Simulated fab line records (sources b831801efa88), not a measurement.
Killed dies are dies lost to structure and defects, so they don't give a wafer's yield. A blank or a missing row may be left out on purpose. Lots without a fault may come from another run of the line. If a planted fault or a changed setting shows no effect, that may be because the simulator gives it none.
Which of the tools did it? :: flow sfq-line :: 42 wafers from 14 lots sampled at 4 of the route's 325 steps

## WHAT THE GAUGES SHOWED, per wafer
SFQ_I1_BOW_MEAS_912. Usual: for I1_BOW the level is 0 um and the standard deviation is 8.8.
lot: L878
measured: day 16 07:50
on: film-metro-04
I1_BOW (um): -3 6 2
flag: 

lot: L879
measured: day 17 04:50
on: film-metro-01
I1_BOW (um): -6 5 -15
flag: 

lot: L882
measured: day 23 16:56
on: film-metro-04
I1_BOW (um): -9 -11 -8
flag: 

lot: L883
measured: day 24 06:09
on: film-metro-04
I1_BOW (um): 7 -4 -2
flag: 

lot: L884
measured: day 25 06:55
on: film-metro-03
I1_BOW (um): -2 18 18
flag: 

lot: L885
measured: day 26 05:56
on: film-metro-01
I1_BOW (um): -5 -4 -8
flag: 

lot: L886
measured: day 26 14:42
on: film-metro-04
I1_BOW (um): -2 -10 -4
flag: 

lot: L887
measured: day 27 00:56
on: film-metro-04
I1_BOW (um): 3 -6 10
flag: 

lot: L889
measured: day 28 05:24
on: film-metro-04
I1_BOW (um): -6 -5 5
flag: 

lot: L894
measured: day 28 21:36
on: film-metro-03
I1_BOW (um): 11 4 9
flag: 

lot: L895
measured: day 29 01:50
on: film-metro-04
I1_BOW (um): -8 5 -10
flag: 

lot: L896
measured: day 29 04:11
on: film-metro-03
I1_BOW (um): 0 -10 4
flag: 

lot: L897
measured: day 29 07:47
on: film-metro-04
I1_BOW (um): 0 -4 3
flag: 

lot: L898
measured: day 29 10:16
on: film-metro-01
I1_BOW (um): 30 16 3
flag: 

SFQ_I6_BOW_MEAS_941. Usual: for I6_BOW the level is 4 um and the standard deviation is 11.
lot: L878
measured: day 68 20:52
on: film-metro-01
I6_BOW (um): -4 4 1
flag: 

lot: L879
measured: day 68 22:17
on: film-metro-03
I6_BOW (um): -12 -2 -22
flag: 

lot: L882
measured: day 72 06:19
on: film-metro-03
I6_BOW (um): -15 -17 -14
flag: 

lot: L883
measured: day 72 08:07
on: film-metro-01
I6_BOW (um): 13 1 4
flag: 

lot: L884
measured: day 74 05:29
on: film-metro-03
I6_BOW (um): 6 27 27
flag: 

lot: L885
measured: day 75 00:16
on: film-metro-03
I6_BOW (um): 6 6 1
flag: 

lot: L886
measured: day 76 03:32
on: film-metro-03
I6_BOW (um): -3 -11 -7
flag: 

lot: L887
measured: day 76 06:34
on: film-metro-03
I6_BOW (um): -2 -12 4
flag: 

lot: L889
measured: day 76 11:21
on: film-metro-02
I6_BOW (um): -7 -7 4
flag: 

lot: L894
measured: day 77 11:04
on: film-metro-02
I6_BOW (um): 9 3 9
flag: 

lot: L895
measured: day 77 16:31
on: film-metro-02
I6_BOW (um): 1 14 -1
flag: 

lot: L896
measured: day 77 23:37
on: film-metro-02
I6_BOW (um): 1 -9 6
flag: 

lot: L897
measured: day 78 02:37
on: film-metro-03
I6_BOW (um): 3 0 6
flag: 

lot: L898
measured: day 78 06:32
on: film-metro-02
I6_BOW (um): 36 23 10
flag: 

## EACH LOT AND THE TOOL THAT RAN IT (in order: tool; ch and the chambers of the sampled wafers; start)
lot: L878
SFQ_TRILAYER_I3_VIA_STRIP_STRIP_089: rie-metal-03 ch 0,1, day 35 00:20
SFQ_TRILAYER_A5B_CMP_CMP_130: cmp-01 ch 0,1,3, day 47 12:46

lot: L879
SFQ_TRILAYER_I3_VIA_STRIP_STRIP_089: rie-metal-02 ch 0,1, day 35 01:32
SFQ_TRILAYER_A5B_CMP_CMP_130: cmp-01 ch 0,1, day 47 14:46

lot: L882
SFQ_TRILAYER_I3_VIA_STRIP_STRIP_089: rie-metal-04 ch 0,1, day 37 14:10
SFQ_TRILAYER_A5B_CMP_CMP_130: cmp-02 ch 1,3, day 60 11:07

lot: L883
SFQ_TRILAYER_I3_VIA_STRIP_STRIP_089: rie-metal-02 ch 0,1, day 37 21:16
SFQ_TRILAYER_A5B_CMP_CMP_130: cmp-01 ch 0,1,3, day 61 02:37

lot: L884
SFQ_TRILAYER_I3_VIA_STRIP_STRIP_089: rie-metal-03 ch 0,1, day 39 09:37
SFQ_TRILAYER_A5B_CMP_CMP_130: cmp-01 ch 0,1,2, day 62 14:35

lot: L885
SFQ_TRILAYER_I3_VIA_STRIP_STRIP_089: rie-metal-03 ch 0,1, day 40 01:13
SFQ_TRILAYER_A5B_CMP_CMP_130: cmp-02 ch 1,2,3, day 63 18:08

lot: L886
SFQ_TRILAYER_I3_VIA_STRIP_STRIP_089: rie-metal-03 ch 0,1, day 40 03:37
SFQ_TRILAYER_A5B_CMP_CMP_130: cmp-02 ch 0,1,2, day 63 22:12

lot: L887
SFQ_TRILAYER_I3_VIA_STRIP_STRIP_089: rie-metal-02 ch 0, day 40 11:06
SFQ_TRILAYER_A5B_CMP_CMP_130: cmp-02 ch 0,2,3, day 64 03:00

lot: L889
SFQ_TRILAYER_I3_VIA_STRIP_STRIP_089: rie-metal-02 ch 0,1, day 48 05:06
SFQ_TRILAYER_A5B_CMP_CMP_130: cmp-02 ch 2,3, day 65 17:14

lot: L894
SFQ_TRILAYER_I3_VIA_STRIP_STRIP_089: rie-metal-03 ch 0,1, day 48 18:06
SFQ_TRILAYER_A5B_CMP_CMP_130: cmp-01 ch 1,2,3, day 67 00:23

lot: L895
SFQ_TRILAYER_I3_VIA_STRIP_STRIP_089: rie-metal-03 ch 0,1, day 48 20:30
SFQ_TRILAYER_A5B_CMP_CMP_130: cmp-01 ch 1,2,3, day 67 04:23

lot: L896
SFQ_TRILAYER_I3_VIA_STRIP_STRIP_089: rie-metal-02 ch 0,1, day 48 22:54
SFQ_TRILAYER_A5B_CMP_CMP_130: cmp-02 ch 0,1,3, day 67 05:14

lot: L897
SFQ_TRILAYER_I3_VIA_STRIP_STRIP_089: rie-metal-03 ch 0,1, day 49 05:00
SFQ_TRILAYER_A5B_CMP_CMP_130: cmp-02 ch 1,2,3, day 67 08:14

lot: L898
SFQ_TRILAYER_I3_VIA_STRIP_STRIP_089: rie-metal-03 ch 0,1, day 49 08:48
SFQ_TRILAYER_A5B_CMP_CMP_130: cmp-02 ch 0,1, day 67 11:14
- SFQ_TRILAYER_I3_VIA_STRIP_STRIP_089: strips in O2.
- SFQ_TRILAYER_A5B_CMP_CMP_130: polishes, stops on Nb, target thk 340.7 nm.

## WHAT THE TOOLS THEMSELVES READ (means of the sampled wafers that have a number; where no wafer has one, the mark that the record gives instead)
SFQ_TRILAYER_I3_VIA_STRIP_STRIP_089. Usual: drypump-motor-current-A 6.0 A, standard deviation 0.54; oes-product-au 0.999 a.u., standard deviation 0.0075.
lot: L878
tool: rie-metal-03
drypump-motor-current-A (A): 6.3
oes-product-au (a.u.): 1.002
flag: 

lot: L879
tool: rie-metal-02
drypump-motor-current-A (A): 5.5
oes-product-au (a.u.): 1.004
flag: 

lot: L882
tool: rie-metal-04
drypump-motor-current-A (A): 5.4
oes-product-au (a.u.): 1.000
flag: 

lot: L883
tool: rie-metal-02
drypump-motor-current-A (A): 5.5
oes-product-au (a.u.): 1.002
flag: 

lot: L884
tool: rie-metal-03
drypump-motor-current-A (A): 6.3
oes-product-au (a.u.): 1.002
flag: 

lot: L885
tool: rie-metal-03
drypump-motor-current-A (A): 6.4
oes-product-au (a.u.): 0.999
flag: 

lot: L886
tool: rie-metal-03
drypump-motor-current-A (A): 6.3
oes-product-au (a.u.): 0.997
flag: 

lot: L887
tool: rie-metal-02
drypump-motor-current-A (A): 6.2
oes-product-au (a.u.): 1.002
flag: 

lot: L889
tool: rie-metal-02
drypump-motor-current-A (A): 5.8
oes-product-au (a.u.): 1.005
flag: 

lot: L894
tool: rie-metal-03
drypump-motor-current-A (A): 6.4
oes-product-au (a.u.): 0.987
flag: 

lot: L895
tool: rie-metal-03
drypump-motor-current-A (A): 6.3
oes-product-au (a.u.): 0.993
flag: 

lot: L896
tool: rie-metal-02
drypump-motor-current-A (A): 5.8
oes-product-au (a.u.): 0.991
flag: 

lot: L897
tool: rie-metal-03
drypump-motor-current-A (A): 6.4
oes-product-au (a.u.): 0.997
flag: 

lot: L898
tool: rie-metal-03
drypump-motor-current-A (A): 6.3
oes-product-au (a.u.): 0.986
flag: 

SFQ_TRILAYER_A5B_CMP_CMP_130. Usual: head-pressure-psi 3.001 psi, standard deviation 0.0061; motor-current-A 10.4 A, standard deviation 1.1; retaining-ring-pressure-frac 1.000, standard deviation 0.0055; slurry-filter-dp-kPa 13.49 kPa, standard deviation 0.15; slurry-flow-ml-min 150.1, standard deviation 0.45.
lot: L878
tool: cmp-01
head-pressure-psi (psi): 2.999
motor-current-A (A): 10.5
retaining-ring-pressure-frac: 0.996
slurry-filter-dp-kPa (kPa): 13.44
slurry-flow-ml-min: 149.8
flag: 

lot: L879
tool: cmp-01
head-pressure-psi (psi): 3.000
motor-current-A (A): 10.2
retaining-ring-pressure-frac: 1.001
slurry-filter-dp-kPa (kPa): 13.52
slurry-flow-ml-min: 150.1
flag: 

lot: L882
tool: cmp-02
head-pressure-psi (psi): 3.000
motor-current-A (A): 12.0
retaining-ring-pressure-frac: 1.006
slurry-filter-dp-kPa (kPa): 13.53
slurry-flow-ml-min: 150.0
flag: 

lot: L883
tool: cmp-01
head-pressure-psi (psi): 2.997
motor-current-A (A): 10.4
retaining-ring-pressure-frac: 0.999
slurry-filter-dp-kPa (kPa): 13.34
slurry-flow-ml-min: 149.8
flag: 

lot: L884
tool: cmp-01
head-pressure-psi (psi): 3.004
motor-current-A (A): 9.5
retaining-ring-pressure-frac: 0.998
slurry-filter-dp-kPa (kPa): 13.46
slurry-flow-ml-min: 149.8
flag: 

lot: L885
tool: cmp-02
head-pressure-psi (psi): 2.999
motor-current-A (A): 11.1
retaining-ring-pressure-frac: 0.998
slurry-filter-dp-kPa (kPa): 13.41
slurry-flow-ml-min: 149.9
flag: 

lot: L886
tool: cmp-02
head-pressure-psi (psi): 3.003
motor-current-A (A): 10.6
retaining-ring-pressure-frac: 0.997
slurry-filter-dp-kPa (kPa): 13.61
slurry-flow-ml-min: 150.2
flag: 

lot: L887
tool: cmp-02
head-pressure-psi (psi): 3.003
motor-current-A (A): 10.8
retaining-ring-pressure-frac: 1.001
slurry-filter-dp-kPa (kPa): 13.66
slurry-flow-ml-min: 150.1
flag: 

lot: L889
tool: cmp-02
head-pressure-psi (psi): 2.998
motor-current-A (A): 11.4
retaining-ring-pressure-frac: 0.992
slurry-filter-dp-kPa (kPa): 13.63
slurry-flow-ml-min: 150.0
flag: 

lot: L894
tool: cmp-01
head-pressure-psi (psi): 3.064
motor-current-A (A): 9.6
retaining-ring-pressure-frac: 1.004
slurry-filter-dp-kPa (kPa): 13.46
slurry-flow-ml-min: 150.1
flag: OFF

lot: L895
tool: cmp-01
head-pressure-psi (psi): 3.067
motor-current-A (A): 9.3
retaining-ring-pressure-frac: 1.001
slurry-filter-dp-kPa (kPa): 13.43
slurry-flow-ml-min: 150.1
flag: OFF

lot: L896
tool: cmp-02
head-pressure-psi (psi): 3.002
motor-current-A (A): 10.9
retaining-ring-pressure-frac: 0.999
slurry-filter-dp-kPa (kPa): 13.54
slurry-flow-ml-min: 149.8
flag: 

lot: L897
tool: cmp-02
head-pressure-psi (psi): 3.000
motor-current-A (A): 11.1
retaining-ring-pressure-frac: 0.999
slurry-filter-dp-kPa (kPa): 13.26
slurry-flow-ml-min: 150.4
flag: 

lot: L898
tool: cmp-02
head-pressure-psi (psi): 3.006
motor-current-A (A): 10.5
retaining-ring-pressure-frac: 1.002
slurry-filter-dp-kPa (kPa): 13.49
slurry-flow-ml-min: 149.8
flag: 

## THE ANSWER, worked out from the rows above alone
Rule: lot off if the mean of its wafers having a number is beyond 3 standard deviations from the usual mean. Also off: a lot with no number at a reading for which 4 or more lots have one. Where the step has rows for the other lots, those lots are counted as sound. First the gauges in route order, then the tools' own readings, where a lot's mean is used as printed above. At the first step where some lot is off, the reading lying furthest off is the one used; lots without a number count as furthest.
Off, at SFQ_TRILAYER_A5B_CMP_CMP_130 on head-pressure-psi: L894, L895.
If a tool, at that step or one of the process steps before it, ran each lot that is off and ran no sound lot following the first of them, it fits. One fits: SFQ_TRILAYER_A5B_CMP_CMP_130 on cmp-01. A fault onset in the window from L884 (day 62 14:35, its last sound lot) to L894 (day 67 00:23, its first lot off) fits.
The tool's own readings at SFQ_TRILAYER_A5B_CMP_CMP_130 bear it out: on the lots that are off they differ by more than 5 times the standard deviation of the sound lots' means. head-pressure-psi reads 3.066 psi there against 3.001 psi on the sound lots.

## WHAT HAD BEEN PUT IN BY THE SIMULATOR
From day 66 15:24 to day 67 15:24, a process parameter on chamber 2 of cmp-01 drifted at SFQ_TRILAYER_A5B_CMP_CMP_130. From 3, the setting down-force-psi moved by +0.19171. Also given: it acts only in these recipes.
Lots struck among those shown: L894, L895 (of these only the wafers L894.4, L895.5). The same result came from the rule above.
